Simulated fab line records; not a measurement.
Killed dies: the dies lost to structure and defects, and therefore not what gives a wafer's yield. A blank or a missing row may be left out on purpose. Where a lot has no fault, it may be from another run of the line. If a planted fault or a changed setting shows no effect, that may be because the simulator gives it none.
fab line records	flow sky130
[record] lots = 6	wafers = 18	lastDay = 50
route steps=708 shown LOCAL_INTERCONNECT@394 CONTACT@406 PAD_OPEN@708
lots that met no fault: taken from a fault-free run of the same line
startH: the number of hours between the record's first day and the start of the first shown wafer of the lot	waitH: how many hours have passed since the lot's step before this one	" repeats the value in the row above	L1.1+2: one row covering several wafers at once	- value missing, or start not given	* or withheld: withheld	< > ~ a bound
route shown NAME@n: a module of which the file shows steps, and the number in the route of the first	usual: the fault-free wafers' mean and standard deviation	same: alike in all rows	chamber/n: place in a boat	sites: per-site readings	_std_site: their standard deviation	_edge_site: outer sites' mean less inner sites'	radiusMm: for every site, how far away it sits from the centre of the wafer	mask NAME#n: copy n	behind: tool/chamber where the wafer was last shaped	hold: reason for holding the lot/hours on hold/outcome of the hold	device: names the non-switching transistor (n, p or np)	end of line: the same wafers' tests at the end of the route	for a step that has no rows: nothing shown but its recipe	killed: dies that structure and defects cost at the first sort, which is not the same as the wafer's yield	map: a wafer's dies, x killed, . not, _ none there
set.NAME: the setting that was run; set.NAME@STEP: the one run at that earlier step	model.NAME: the simulator's own value behind a step, which no gauge read
lots seen at some steps along the route; tables by step, rows by wafer
services: from which hour (startH, from the record's first day; less than 0 if before it) a tool's chamber was out of use, for how many hours, and why
[[steps]]
[step SKY_LOCAL_INTERCONNECT_SOFTBAKE_07]
[recipe] tempC = 100	timeS = 90	resist = KrF-thick
[step SKY_LOCAL_INTERCONNECT_EXPOSE_08]
[recipe] maskId = LI1M	na = 0.8	sourceShape = annular	sigmaInner = 0.55	sigmaOuter = 0.85	targetCdNm = 170	doseMj = 28
[step SKY_LOCAL_INTERCONNECT_PEB_09]
[recipe] pebTempC = withheld	pebTimeS = withheld	resist = KrF-thick
[step SKY_LOCAL_INTERCONNECT_DEVELOP_10]
[recipe] developTimeS = 60	resist = KrF-thick	devTempC = 21
[step SKY_LOCAL_INTERCONNECT_CD_MEAS_11]
[recipe] targetCdNm = 170
[usual] cdNm = 170.3/1.7
lot.wafer	tool	chamber	startH	waitH	cdNm
L145.1	cdSem-02	-	753.57	-	171.1
L145.5	"	-	"	"	169.9
L145.6	"	-	"	"	169.8
L144.3	cdSem-01	-	754.50	-	168.7
L144.5	"	-	"	"	167.4
L144.6	"	-	"	"	169.5
L146.3	cdSem-01	-	764.89	-	168.0
L146.4	"	-	"	"	168.2
L146.6	"	-	"	"	166.7
L151.2	cdSem-02	-	799.64	-	169.7
L151.4	"	-	"	"	171.1
L151.5	"	-	"	"	171.2
L155.4	cdSem-02	-	842.48	-	172.3
L155.5	"	-	"	"	170.5
L155.6	"	-	"	"	170.2
L160.1	cdSem-01	-	868.55	-	166.0
L160.4	"	-	"	"	166.7
L160.5	"	-	"	"	166.6
[step SKY_LOCAL_INTERCONNECT_OVL_MEAS_12]
[usual] LOCAL_INTERCONNECT_OVL = 0/5.4
lot.wafer	tool	chamber	startH	waitH	LOCAL_INTERCONNECT_OVL[nm]
L145.1	overlay-02	-	753.69	0.1	-8
L145.5	"	-	"	"	-5
L145.6	"	-	"	"	2
L144.3	overlay-02	-	754.59	0.1	-10
L144.5	"	-	"	"	3
L144.6	"	-	"	"	4
L146.3	overlay-01	-	764.99	0.1	1
L146.4	"	-	"	"	-1
L146.6	"	-	"	"	-4
L151.2	overlay-01	-	799.74	0.1	-1
L151.4	"	-	"	"	-6
L151.5	"	-	"	"	2
L155.4	overlay-02	-	842.56	0.1	2
L155.5	"	-	"	"	4
L155.6	"	-	"	"	6
L160.1	overlay-01	-	868.67	0.1	2
L160.4	"	-	"	"	-14
L160.5	"	-	"	"	-10
[step SKY_LOCAL_INTERCONNECT_ETCH_13]
[recipe] chemistry = N2/H2	target = BARC	ionEnergyEv = 200	biasW = 100	pressureMtorr = 30	n2FlowSccm = 100	h2FlowSccm = 200	icpW = 500	stopOn = SiO2	timeS = 45.9	targetDepthA = 600
[step SKY_LOCAL_INTERCONNECT_METAL_ETCH_14]
[recipe] targetDepthNm = 110	stopOn = PSG	chemistry = Cl2/BCl3	target = TiN	resistSidewallDeg = 88	pressureMtorr = 10	icpW = 900	biasW = 48.5	Cl2_flow_sccm = 60	bcl3FlowSccm = 30	timeS = 31.4
[usual] drypumpMotorCurrentA = 5.4/0.39	oesProductAu = 0.942/0.0064	throttleValvePct = 21.899/0.0096
lot.wafer	tool	chamber	startH	waitH	drypumpMotorCurrentA	oesProductAu	rfHoursCounterH	throttleValvePct
L145.1	rieMetal-01	0	753.79	0.0	5.7	0.944	2	21.896
L145.5	"	0	"	"	5.7	0.948	-	21.887
L145.6	"	1	"	"	5.2	0.947	-	21.891
L144.3	rieMetal-03	1	754.70	0.0	5.0	0.956	-	21.892
L144.5	"	0	"	"	5.1	0.951	-	21.903
L144.6	"	1	"	"	4.9	0.945	-	21.895
L146.3	rieMetal-03	0	765.09	0.0	5.1	0.947	-	21.909
L146.4	"	1	"	"	5.0	0.938	-	21.899
L146.6	"	1	"	"	5.0	0.946	-	21.894
L151.2	rieMetal-01	0	799.84	0.0	5.7	0.938	4	21.906
L151.4	"	0	"	"	5.7	0.941	-	21.895
L151.5	"	0	"	"	5.7	0.938	-	21.914
L155.4	rieMetal-03	1	842.65	0.0	4.9	0.934	-	21.895
L155.5	"	0	"	"	5.1	0.942	-	21.901
L155.6	"	1	"	"	5.0	0.930	-	21.906
L160.1	rieMetal-03	1	868.77	0.0	5.0	0.941	12	21.893
L160.4	"	0	"	"	5.1	0.952	-	21.909
L160.5	"	0	"	"	5.1	0.934	-	21.919
[step SKY_LOCAL_INTERCONNECT_STRIP_15]
[recipe] chemistry = O2/N2	powerW = 1400	pressureMtorr = 1500	platenTempC = withheld	o2FlowSccm = 3000	n2FlowSccm = 300	overashFraction = 0.5
[step SKY_LOCAL_INTERCONNECT_STRIP_16]
[recipe] chemistry = postEtchResidueRemover	timeS = 1200	tempC = 72.5
[step SKY_LOCAL_INTERCONNECT_CLEAN_17]
[recipe] chemistry = IPA	timeS = 180	tempC = 25
[step SKY_LOCAL_INTERCONNECT_CLEAN_18]
[recipe] chemistry = O3/DIW	dry = n2Spin
[step SKY_CONTACT_CVD_00]
[recipe] material = Si3N4	targetThkNm = 75	tempC = 400	timeS = withheld	rfW = 450
[usual] heaterPowerW = 749/96
lot.wafer	tool	chamber	startH	waitH	heaterPowerW	model.Si3N4_of_CONTACT_CVD_00.thkNm
L145.1	pecvd-03	0	754.44	0.0	847	74.51
L145.5	"	2	"	"	789	76.1
L145.6	"	0	"	"	869	76.01
L144.3	pecvd-02	2	755.33	0.0	655	74.54
L144.5	"	1	"	"	678	76.18
L144.6	"	0	"	"	676	75.5
L146.3	pecvd-02	2	765.72	0.0	692	73.27
L146.4	"	2	"	"	691	75.39
L146.6	"	0	"	"	706	49.39
L151.2	pecvd-02	1	800.48	0.0	699	73.8
L151.4	"	1	"	"	696	75.36
L151.5	"	0	"	"	693	50.68
L155.4	pecvd-04	0	843.30	0.0	677	75.97
L155.5	"	1	"	"	806	75.99
L155.6	"	2	"	"	652	75.31
L160.1	pecvd-04	0	869.42	0.0	657	74.37
L160.4	"	1	"	"	773	74.66
L160.5	"	0	"	"	660	76.24
[step SKY_CONTACT_THK_MEAS_01]
[recipe] reads = Si3N4_of_CONTACT_CVD_00
[usual] CONTACT_CVD_00_THK = 74.8/0.83
lot.wafer	tool	chamber	startH	waitH	CONTACT_CVD_00_THK[nm]
L145.1	filmMetro-02	-	754.47	-	74.4
L145.5	"	-	"	"	76.1
L145.6	"	-	"	"	75.9
L144.3	filmMetro-04	-	755.38	-	74.5
L144.5	"	-	"	"	76.2
L144.6	"	-	"	"	75.5
L146.3	filmMetro-01	-	765.77	-	73.3
L146.4	"	-	"	"	75.4
L146.6	"	-	"	"	49.5
L151.2	filmMetro-01	-	800.52	-	73.8
L151.4	"	-	"	"	75.4
L151.5	"	-	"	"	50.7
L155.4	filmMetro-02	-	843.35	-	76.0
L155.5	"	-	"	"	76.0
L155.6	"	-	"	"	75.4
L160.1	filmMetro-04	-	869.46	-	74.4
L160.4	"	-	"	"	74.7
L160.5	"	-	"	"	76.3
[step SKY_CONTACT_HDPCVD_02]
[recipe] material = SiO2	targetThkNm = 565	sigmaOpenFrac = 0.3	timeS = 94.2	tempC = 600	sih4FlowSccm = 60	pressureMtorr = 6
[step SKY_CONTACT_THK_MEAS_03]
[recipe] reads = SiO2_of_CONTACT_HDPCVD_02
[usual] CONTACT_HDPCVD_THK = 566/4.8
lot.wafer	tool	chamber	startH	waitH	CONTACT_HDPCVD_THK[nm]
L145.1	filmMetro-04	-	754.60	0.0	570
L145.5	"	-	"	"	573
L145.6	"	-	"	"	573
L144.3	filmMetro-02	-	755.51	0.1	562
L144.5	"	-	"	"	567
L144.6	"	-	"	"	569
L146.3	filmMetro-04	-	765.90	0.1	567
L146.4	"	-	"	"	566
L146.6	"	-	"	"	563
L151.2	filmMetro-04	-	800.65	0.0	566
L151.4	"	-	"	"	552
L151.5	"	-	"	"	562
L155.4	filmMetro-04	-	843.48	0.0	564
L155.5	"	-	"	"	566
L155.6	"	-	"	"	564
L160.1	filmMetro-02	-	869.59	0.0	560
L160.4	"	-	"	"	561
L160.5	"	-	"	"	561
[step SKY_CONTACT_CMP_04]
[recipe] material = SiO2	downForcePsi = 4	platenRpm = 60	padVelocityMS = 0.94248
[usual] headPressurePsi = 4.001/0.0099	motorCurrentA = 12.5/1.5
lot.wafer	tool	chamber	startH	waitH	headPressurePsi	motorCurrentA
L145.1	cmp-01	1	754.81	0.2	3.989	11.6
L145.5	"	2	"	"	4.011	11.5
L145.6	"	3	"	"	4.015	13.4
L144.3	cmp-02	3	755.60	0.1	4.005	11.1
L144.5	"	2	"	"	4.001	14.4
L144.6	"	3	"	"	3.985	11.7
L146.4	cmp-01	1	765.94	0.0	3.997	10.9
L146.3	"	3	"	"	4.001	13.7
L146.6	"	2	"	"	4.016	11.2
L151.2	cmp-01	3	800.75	0.1	3.995	13.3
L151.4	"	1	"	"	4.013	10.8
L151.5	"	2	"	"	4.005	11.3
L155.4	cmp-01	2	843.51	0.0	4.010	11.8
L155.6	"	2	"	"	4.020	11.5
L155.5	"	3	"	"	3.989	13.6
L160.1	cmp-01	3	869.70	0.1	3.996	12.5
L160.4	"	0	"	"	3.978	14.7
L160.5	"	2	"	"	3.984	10.9
[step SKY_CONTACT_BOW_MEAS_05]
[recipe] mode = bow
[usual] CONTACT_BOW = 83/7
lot.wafer	tool	chamber	startH	waitH	CONTACT_BOW[um]
L145.1	filmMetro-01	-	754.96	0.1	85
L145.5	"	-	"	"	93
L145.6	"	-	"	"	91
L144.3	filmMetro-01	-	755.89	0.2	90
L144.5	"	-	"	"	81
L144.6	"	-	"	"	81
L146.3	filmMetro-01	-	766.28	0.2	88
L146.4	"	-	"	"	84
L146.6	"	-	"	"	84
L151.2	filmMetro-01	-	801.02	0.2	81
L151.4	"	-	"	"	74
L151.5	"	-	"	"	92
L155.4	filmMetro-01	-	843.87	0.3	96
L155.5	"	-	"	"	85
L155.6	"	-	"	"	85
L160.1	filmMetro-02	-	869.95	0.2	87
L160.4	"	-	"	"	83
L160.5	"	-	"	"	72
[step SKY_CONTACT_DEHYDRATE_06]
[recipe] tempC = 200	timeS = 60
[step SKY_CONTACT_HMDS_07]
[recipe] primeTimeS = 60	primeTempC = 120
[step SKY_CONTACT_COAT_08]
[recipe] resist = BARC	tempC = withheld	timeS = withheld	spinRpm = 3000	resistThkNm = 60
[step SKY_CONTACT_COAT_09]
[recipe] resist = KrF-thick	spinRpm = 3000	resistThkNm = 450
[step SKY_CONTACT_SOFTBAKE_10]
[recipe] tempC = 100	timeS = 90	resist = KrF-thick
[step SKY_CONTACT_EXPOSE_11]
[recipe] maskId = CTM1	na = 0.8	sourceShape = annular	sigmaInner = 0.55	sigmaOuter = 0.85	targetCdNm = 170	doseMj = 38
[step SKY_CONTACT_PEB_12]
[recipe] pebTempC = withheld	pebTimeS = withheld	resist = KrF-thick
[step SKY_CONTACT_DEVELOP_13]
[recipe] developTimeS = 60	resist = KrF-thick	devTempC = 21
[step SKY_CONTACT_CD_MEAS_14]
[recipe] targetCdNm = 170
[usual] cdNm = 169.6/1.6
lot.wafer	tool	chamber	startH	waitH	cdNm
L145.1	cdSem-01	-	781.44	-	169.1
L145.5	"	-	"	"	170.1
L145.6	"	-	"	"	169.2
L144.3	cdSem-01	-	782.70	-	166.6
L144.5	"	-	"	"	168.0
L144.6	"	-	"	"	168.1
L146.3	cdSem-01	-	793.10	-	169.4
L146.4	"	-	"	"	169.2
L146.6	"	-	"	"	169.8
L151.2	cdSem-01	-	827.16	-	169.2
L151.4	"	-	"	"	167.9
L151.5	"	-	"	"	168.4
L155.4	cdSem-02	-	870.25	-	171.0
L155.5	"	-	"	"	168.4
L155.6	"	-	"	"	169.4
L160.1	cdSem-01	-	895.61	-	169.1
L160.4	"	-	"	"	168.8
L160.5	"	-	"	"	168.8
[step SKY_CONTACT_OVL_MEAS_15]
[usual] CONTACT_OVL = 0/4.1
lot.wafer	tool	chamber	startH	waitH	CONTACT_OVL[nm]
L145.1	overlay-02	-	781.56	0.1	-4
L145.5	"	-	"	"	2
L145.6	"	-	"	"	-2
L144.3	overlay-01	-	782.79	0.1	4
L144.5	"	-	"	"	-1
L144.6	"	-	"	"	-1
L146.3	overlay-01	-	793.19	0.1	-2
L146.4	"	-	"	"	0
L146.6	"	-	"	"	-3
L151.2	overlay-02	-	827.26	0.1	2
L151.4	"	-	"	"	-6
L151.5	"	-	"	"	1
L155.4	overlay-01	-	870.33	0.1	-5
L155.5	"	-	"	"	-12
L155.6	"	-	"	"	-4
L160.1	overlay-01	-	895.73	0.1	0
L160.4	"	-	"	"	-3
L160.5	"	-	"	"	2
[step SKY_CONTACT_ETCH_16]
[recipe] chemistry = N2/H2	target = BARC	ionEnergyEv = 200	sourceW = 500	biasW = 100	pressureMtorr = 30	n2FlowSccm = 100	h2FlowSccm = 200	stopOn = SiO2	timeS = 45.9	targetDepthA = 600
[usual] drypumpMotorCurrentA = 5.7/0.31	oesProductAu = 0.855/0.0049	throttleValvePct = 13.225/0.0089
lot.wafer	tool	chamber	startH	waitH	drypumpMotorCurrentA	oesProductAu	rfHoursCounterH	throttleValvePct
L145.1	rieDiel-02	2	781.59	0.0	5.8	0.852	3	13.233
L145.5	"	3	"	"	5.9	0.849	-	13.233
L145.6	"	0	"	"	5.9	0.854	-	13.232
L144.3	rieDiel-04	3	782.82	0.0	5.7	0.855	30	13.234
L144.5	"	1	"	"	5.3	0.858	-	13.231
L144.6	"	2	"	"	5.6	0.850	-	13.223
L146.3	rieDiel-04	2	793.22	0.0	5.6	0.852	19	13.217
L146.4	"	3	"	"	5.8	0.853	30	13.231
L146.6	"	2	"	"	5.6	0.856	-	13.225
L151.2	rieDiel-04	3	827.29	0.0	5.7	0.858	31	13.223
L151.4	"	2	"	"	5.6	0.861	21	13.226
L151.5	"	2	"	"	5.6	0.858	-	13.223
L155.4	rieDiel-04	0	870.34	0.0	6.1	0.853	9	13.226
L155.5	"	2	"	"	5.6	0.854	-	13.203
L155.6	"	3	"	"	5.8	0.857	-	13.230
L160.1	rieDiel-01	0	895.77	0.0	5.0	0.860	11	13.244
L160.4	"	3	"	"	6.2	0.867	10	13.222
L160.5	"	1	"	"	5.9	0.850	-	13.224
[step SKY_CONTACT_ETCH_17]
[recipe] target = SiO2	chemistry = C4F8/O2/Ar	stopOn = Si3N4	maskMaterial = KrF-thick	sourceW = 1500	biasW = 1200	pressureMtorr = 40	c4f8FlowSccm = withheld	O2_flow_sccm = 6	Ar_flow_sccm = 300	timeS = withheld	targetDepthA = 3400
[usual] oesProductAu = 0.891/0.0046
lot.wafer	tool	chamber	startH	waitH	oesProductAu
L145.1	rieDiel-02	2	781.64	0.0	0.895
L145.5	"	3	"	"	0.900
L145.6	"	0	"	"	0.893
L144.3	rieDiel-04	3	782.86	0.0	0.893
L144.5	"	1	"	"	0.892
L144.6	"	2	"	"	0.895
L146.3	rieDiel-04	2	793.26	0.0	0.892
L146.4	"	3	"	"	0.885
L146.6	"	2	"	"	0.884
L151.2	rieDiel-04	3	827.34	0.0	0.895
L151.4	"	2	"	"	0.889
L151.5	"	2	"	"	0.890
L155.4	rieDiel-04	0	870.39	0.0	0.892
L155.5	"	2	"	"	0.887
L155.6	"	3	"	"	0.882
L160.1	rieDiel-01	0	895.81	0.0	0.890
L160.4	"	3	"	"	0.892
L160.5	"	1	"	"	0.889
[step SKY_CONTACT_ETCH_18]
[recipe] target = Si3N4	chemistry = CHF3/O2	stopOn = TiN	sourceW = 600	biasW = 200	pressureMtorr = 40	chf3FlowSccm = 50	O2_flow_sccm = 5	timeS = 39	targetDepthA = 750
[usual] chf3FlowSccm = 50.01/0.14	drypumpMotorCurrentA = 5.7/0.3	oesProductAu = 0.853/0.0068	throttleValvePct = 8.792/0.0093
lot.wafer	tool	chamber	startH	waitH	chf3FlowSccm	drypumpMotorCurrentA	oesProductAu	rfHoursCounterH	throttleValvePct	model.etch.depthNm
L145.1	rieDiel-02	2	-	-	49.84	5.9	0.857	3	8.800	74.51
L145.5	"	3	"	"	50.10	5.9	0.862	-	8.790	76.1
L145.6	"	0	"	"	49.93	5.8	0.859	-	8.773	76.01
L144.3	rieDiel-04	3	-	-	49.80	5.7	0.858	30	8.787	74.54
L144.5	"	1	"	"	49.68	5.3	0.864	-	8.795	76.18
L144.6	"	2	"	"	49.90	5.6	0.861	-	8.804	75.5
L146.3	rieDiel-04	2	-	-	49.81	5.6	0.843	19	8.782	73.27
L146.4	"	3	"	"	49.90	5.8	0.855	30	8.803	75.39
L146.6	"	2	"	"	49.95	5.6	0.699	-	8.737	49.39
L151.2	rieDiel-04	3	-	-	50.02	5.8	0.848	31	8.782	73.8
L151.4	"	2	"	"	49.76	5.6	0.856	21	8.774	75.36
L151.5	"	2	"	"	49.90	5.6	0.700	-	8.759	50.68
L155.4	rieDiel-04	0	-	-	50.12	6.0	0.868	9	8.800	75.97
L155.5	"	2	"	"	49.91	5.6	0.862	-	8.806	75.99
L155.6	"	3	"	"	50.23	5.8	0.852	-	8.784	75.31
L160.1	rieDiel-01	0	-	-	49.96	5.0	0.850	11	8.783	74.37
L160.4	"	3	"	"	49.98	6.3	0.856	10	8.787	74.66
L160.5	"	1	"	"	50.09	5.9	0.866	-	8.791	76.24
[step SKY_CONTACT_STRIP_19]
[recipe] chemistry = O2/N2	powerW = 1400	pressureMtorr = 1500	platenTempC = withheld	o2FlowSccm = 3000	n2FlowSccm = 300	overashFraction = 0.5
[usual] drypumpMotorCurrentA = 5.9/0.42	o2FlowSccm = 2999/8.4	oesProductAu = 0.380/0.0046	stripTimeToEndpointS = 3.614/0.026
lot.wafer	tool	chamber	startH	waitH	drypumpMotorCurrentA	o2FlowSccm	oesProductAu	rfHoursCounterH	stripTimeToEndpointS
L145.1	plasmaAsher-02	0	781.73	-	6.6	2998	0.388	61	3.648
L145.5	"	0	"	"	6.6	2992	0.384	-	3.651
L145.6	"	1	"	"	5.4	3003	0.383	-	3.672
L144.3	plasmaAsher-03	1	782.98	-	6.0	3002	0.377	-	3.598
L144.5	"	0	"	"	5.8	2980	0.381	-	3.635
L144.6	"	1	"	"	6.0	2992	0.379	-	3.632
L146.3	plasmaAsher-01	1	793.38	-	5.7	3003	0.377	-	3.618
L146.4	"	0	"	"	5.3	3002	0.379	-	3.603
L146.6	"	0	"	"	5.2	3000	0.378	-	3.616
L151.2	plasmaAsher-02	1	827.43	-	5.5	2999	0.371	66	3.585
L151.4	"	0	"	"	6.6	3002	0.379	-	3.635
L151.5	"	0	"	"	6.6	3014	0.387	-	3.617
L155.4	plasmaAsher-02	1	870.51	-	5.5	3016	0.382	-	3.615
L155.5	"	0	"	"	6.6	3002	0.384	-	3.635
L155.6	"	1	"	"	5.5	2993	0.377	-	3.622
L160.1	plasmaAsher-01	0	895.90	-	5.2	3000	0.370	111	3.599
L160.4	"	1	"	"	5.7	3003	0.381	-	3.633
L160.5	"	1	"	"	5.7	2998	0.381	-	3.646
[step SKY_PAD_OPEN_PROBE_99]
[usual] killed_at_M0_to_M3 = 45/7.3	killed_at_M4_up = 3.2/1.8	killedAtContacts = 25/5.5	killedAtFrontEnd = 15/4.2	killedAtOther = 0.3/0.69	killedDies = 89/9.4	killedOnRim = 17/3.8	killedOpen = 49/6.6	killedShort = 40/6.4
[same] grossDies = 492	killedAtBackSide = 0
lot.wafer	tool	chamber	startH	waitH	killed_at_M0_to_M3	killed_at_M4_up	killedAtContacts	killedAtFrontEnd	killedAtOther	killedDies	killedOnRim	killedOpen	killedShort
L145.1	prober-01	-	1108.28	0.1	43	4	32	12	0	91	18	49	42
L145.5	prober-01	-	1108.48	0.2	43	1	18	17	0	79	14	47	32
L145.6	prober-01	-	1108.53	0.2	39	4	26	13	0	82	21	43	39
L144.3	prober-02	-	1109.02	0.2	51	4	21	16	0	92	11	57	35
L144.5	prober-02	-	1109.12	0.2	40	2	28	20	0	90	13	51	38
L144.6	prober-02	-	1109.17	0.2	37	1	22	15	0	75	8	39	36
L151.2	prober-02	-	1145.56	0.1	46	0	30	17	0	93	20	58	33
L151.4	prober-02	-	1145.66	0.2	45	1	22	14	2	84	15	42	40
L151.5	prober-02	-	1145.71	0.2	58	4	29	9	0	100	21	55	45
L155.4	prober-02	-	1173.63	0.2	37	2	26	12	0	77	13	46	31
L155.5	prober-02	-	1173.68	0.2	51	1	29	20	0	101	21	58	42
L155.6	prober-02	-	1173.73	0.2	52	2	15	16	0	85	14	46	39
L160.1	prober-01	-	1189.58	0.1	42	5	38	15	0	100	18	43	57
L160.4	prober-01	-	1189.73	0.2	38	4	25	22	0	89	18	45	42
L160.5	prober-01	-	1189.78	0.2	50	5	35	18	0	108	14	53	53
// killed by level:class
L145.1 VIA1:geometricParticle:open=13 CONTACT:geometricParticle:open=11 LI_CONTACT:geometricParticle:open=7 METAL2:geometricParticle:short=6 LOCAL_INTERCONNECT:geometricParticle:short=5 VIA3:geometricParticle:open=5 LI_CONTACT:geometricParticle:short=4 CONTACT:geometricParticle:short=4
L145.5 VIA1:geometricParticle:open=9 METAL2:geometricParticle:short=8 VIA3:geometricParticle:open=7 LI_CONTACT:geometricParticle:open=6 CONTACT:geometricParticle:open=6 POLY_GATE:geometricParticle:open=4 POLY_GATE:geometricParticle:short=4 VIA2:geometricParticle:open=4
L145.6 VIA1:geometricParticle:open=9 LI_CONTACT:geometricParticle:open=8 CONTACT:geometricParticle:open=8 METAL1:geometricParticle:short=8 VIA2:geometricParticle:open=6 CONTACT:geometricParticle:short=6 POLY_GATE:geometricParticle:short=4 METAL2:geometricParticle:short=4
L144.3 VIA1:geometricParticle:open=14 VIA3:geometricParticle:open=14 CONTACT:geometricParticle:open=10 VIA1:geometricParticle:short=6 FIELD_ISO:geometricParticle:open=5 POLY_GATE:geometricParticle:open=4 LOCAL_INTERCONNECT:geometricParticle:short=4 CONTACT:geometricParticle:short=4
L144.5 CONTACT:geometricParticle:open=13 VIA3:geometricParticle:open=13 POLY_GATE:geometricParticle:short=7 LI_CONTACT:geometricParticle:open=7 VIA1:geometricParticle:open=6 METAL2:geometricParticle:short=6 FIELD_ISO:geometricParticle:open=4 FIELD_ISO:geometricParticle:short=3
L144.6 CONTACT:geometricParticle:open=10 METAL2:geometricParticle:short=10 VIA1:geometricParticle:open=7 CONTACT:geometricParticle:short=5 VIA1:geometricParticle:short=5 POLY_CUT:geometricParticle:open=4 VIA3:geometricParticle:open=4 FIELD_ISO:geometricParticle:short=3
L151.2 VIA1:geometricParticle:open=13 CONTACT:geometricParticle:open=12 LI_CONTACT:geometricParticle:open=9 VIA2:geometricParticle:open=8 LOCAL_INTERCONNECT:geometricParticle:short=5 VIA1:geometricParticle:short=5 VIA3:geometricParticle:open=5 FIELD_ISO:geometricParticle:open=4
L151.4 CONTACT:geometricParticle:open=8 VIA1:geometricParticle:open=8 VIA3:geometricParticle:open=8 METAL1:geometricParticle:short=6 CONTACT:geometricParticle:short=5 VIA1:geometricParticle:short=5 FIELD_ISO:geometricParticle:short=4 LI_CONTACT:geometricParticle:open=4
L151.5 VIA1:geometricParticle:open=12 CONTACT:geometricParticle:open=12 VIA3:geometricParticle:open=12 CONTACT:geometricParticle:short=9 METAL1:geometricParticle:short=9 LOCAL_INTERCONNECT:geometricParticle:short=6 VIA2:geometricParticle:open=6 METAL2:geometricParticle:short=5
L155.4 CONTACT:geometricParticle:open=13 VIA1:geometricParticle:short=8 VIA1:geometricParticle:open=8 LI_CONTACT:geometricParticle:short=5 METAL1:geometricParticle:open=5 POLY_GATE:geometricParticle:open=4 VIA3:geometricParticle:open=4 FIELD_ISO:geometricParticle:short=3
L155.5 VIA1:geometricParticle:open=11 LI_CONTACT:geometricParticle:open=10 VIA1:geometricParticle:short=8 VIA2:geometricParticle:open=8 FIELD_ISO:geometricParticle:open=7 CONTACT:geometricParticle:open=7 METAL2:geometricParticle:short=7 VIA3:geometricParticle:open=6
L155.6 VIA1:geometricParticle:open=12 VIA2:geometricParticle:open=10 METAL2:geometricParticle:short=7 CONTACT:geometricParticle:short=5 VIA3:geometricParticle:open=5 VIA1:geometricParticle:short=5 FIELD_ISO:geometricParticle:open=4 POLY_GATE:geometricParticle:short=4
L160.1 LI_CONTACT:geometricParticle:open=11 CONTACT:geometricParticle:open=11 FIELD_ISO:geometricParticle:short=6 LI_CONTACT:geometricParticle:short=6 METAL2:geometricParticle:short=6 VIA3:geometricParticle:short=6 VIA2:geometricParticle:short=5 LOCAL_INTERCONNECT:geometricParticle:short=5
L160.4 CONTACT:geometricParticle:open=9 LI_CONTACT:geometricParticle:open=7 FIELD_ISO:geometricParticle:open=6 VIA1:geometricParticle:open=6 METAL2:geometricParticle:short=6 CONTACT:geometricParticle:short=5 VIA2:geometricParticle:open=5 FIELD_ISO:geometricParticle:short=4
L160.5 VIA1:geometricParticle:open=9 CONTACT:geometricParticle:open=9 VIA3:geometricParticle:open=9 LI_CONTACT:geometricParticle:short=8 CONTACT:geometricParticle:short=8 METAL1:geometricParticle:short=8 METAL2:geometricParticle:short=7 VIA2:geometricParticle:open=7
[[services]]
tool	chamber	startH	hours	kind
rieDiel-02	-	733.44	0.5	repair
pecvd-02	-	754.27	0.8	repair
pecvd-02	2	759.05	6.6	repair
pecvd-04	-	767.98	5.6	repair
pecvd-04	-	770.75	0.8	repair
cmp-01	-	787.28	0.5	repair
pecvd-04	0	792.25	10.5	repair
rieDiel-02	2	808.74	5.6	repair
cmp-01	-	808.74	3.4	repair
rieDiel-04	3	810.60	13.1	repair
rieDiel-01	-	817.17	0.6	repair
rieDiel-02	-	822.25	2.8	pm
rieDiel-02	0	826.38	7.5	repair
rieDiel-01	2	830.32	5.5	repair
pecvd-02	-	832.76	1.7	repair
cmp-01	-	838.26	3.9	pm
rieMetal-01	-	842.14	0.2	repair
rieDiel-02	1	846.28	6.7	repair
rieDiel-01	3	848.14	2.5	repair
rieMetal-03	-	857.08	2.8	pm
rieDiel-04	3	859.52	2.9	repair
rieDiel-04	2	860.83	8.7	repair
rieDiel-01	1	871.34	3.6	repair
rieDiel-04	0	882.33	20.5	repair
[[key]]
[firstSign] step = SKY_CONTACT_THK_MEAS_01	reading = CONTACT_CVD_00_THK	direction = down	sigmas = 30	usual = 74.8	struck = 50.1
[effect] step = SKY_CONTACT_ETCH_18	reading = oesProductAu	direction = down	sigmas = 23	usual = 0.853	struck = 0.700
[modelEffect] step = SKY_CONTACT_CVD_00	value = Si3N4_of_CONTACT_CVD_00.thkNm	without = 75.04	struck = 50.03
[modelEffect] step = SKY_CONTACT_ETCH_18	value = etch.depthNm	without = 75.04	struck = 50.03
metAt SKY_CONTACT_CVD_00
struckWafers L146.6,L151.5
testerLeftOut L146,L151
onsetBetween 755.33 765.72
[fault] kind = processParameterDrift	tool = pecvd-02	chamber = 0	onsetH = 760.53	steps = SKY_CONTACT_CVD_00	channel = timeS	offset = withheld	shape = step	endH = 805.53	actsIn = *
// testerLeftOut: of these lots the tester's yield and bins aren't shown, on N5 and GAA mostly nor the transistor test; their killed dies are dies lost to structure and defects alone, not to doping, threshold or leakage, so they don't give the yield
